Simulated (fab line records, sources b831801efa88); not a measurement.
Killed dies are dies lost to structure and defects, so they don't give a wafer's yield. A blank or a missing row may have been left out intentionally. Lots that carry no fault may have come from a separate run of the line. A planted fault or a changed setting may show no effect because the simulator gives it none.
Matching of chambers    flow gf180mcu    wet_bench-04 running GF_HV_LDD_CLEAN_51: 4 sister chambers
The step cleans in SC1/SC2, time 150 s. 14 wafers are shown with their chamber, then 7 later ones without.

== EACH WAFER AND ITS CHAMBER ==
wafer   chamber  temp_c (C)
L074.1  2        69.99
L074.2  2        70.10
L074.5  2        69.92
L076.3  1        69.95
L076.5  1        69.93
L076.6  1        69.93
L085.1  3        70.02
L085.2  3        69.99
L085.6  3        70.07
L088.3  0        69.99
L088.4  0        70.02
L088.6  0        69.85
L092.1  2        70.05
L092.3  2        70.05

SIGNATURES (averages over the wafers above)
reading  chamber 0  chamber 1  chamber 2  chamber 3  scatter within a chamber
temp_c   69.9533    69.9367    70.0220    70.0267    0.0625
Rule: distance of a wafer from a chamber = root of the sum over the readings of ((wafer's reading minus chamber's mean) / reading's scatter) squared. If the next closest chamber is less than 2 further off than the closest, the wafer can't be placed; otherwise it belongs to the closest. The scatter is the square root of a quotient: the sum, over the shown wafers, of each reading's squared deviation from its chamber's mean, divided by wafers minus chambers.

== WAFERS WITHOUT THEIR CHAMBER ==
wafer   temp_c (C)
L092.5  70.09
L094.3  69.87
L094.4  69.92
L094.6  70.02
L096.1  70.12
L096.5  70.00
L096.6  69.90

== CHAMBER TAKEN BY EACH ==
wafer   from the rows above                in truth
L092.5  can't be placed: 3 or 2 or 0 or 1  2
L094.3  can't be placed: 1 or 0 or 2 or 3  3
L094.4  can't be placed: 1 or 0 or 2 or 3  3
L094.6  can't be placed: 2 or 3 or 0 or 1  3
L096.1  can't be placed: 3 or 2 or 0 or 1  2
L096.5  can't be placed: 2 or 3 or 0 or 1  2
L096.6  can't be placed: 1 or 0 or 2 or 3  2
Correctly placed: 0 of 7. Unplaceable from these rows: 7, with the true chamber sitting among the candidates in 7. Wrongly placed: 0.
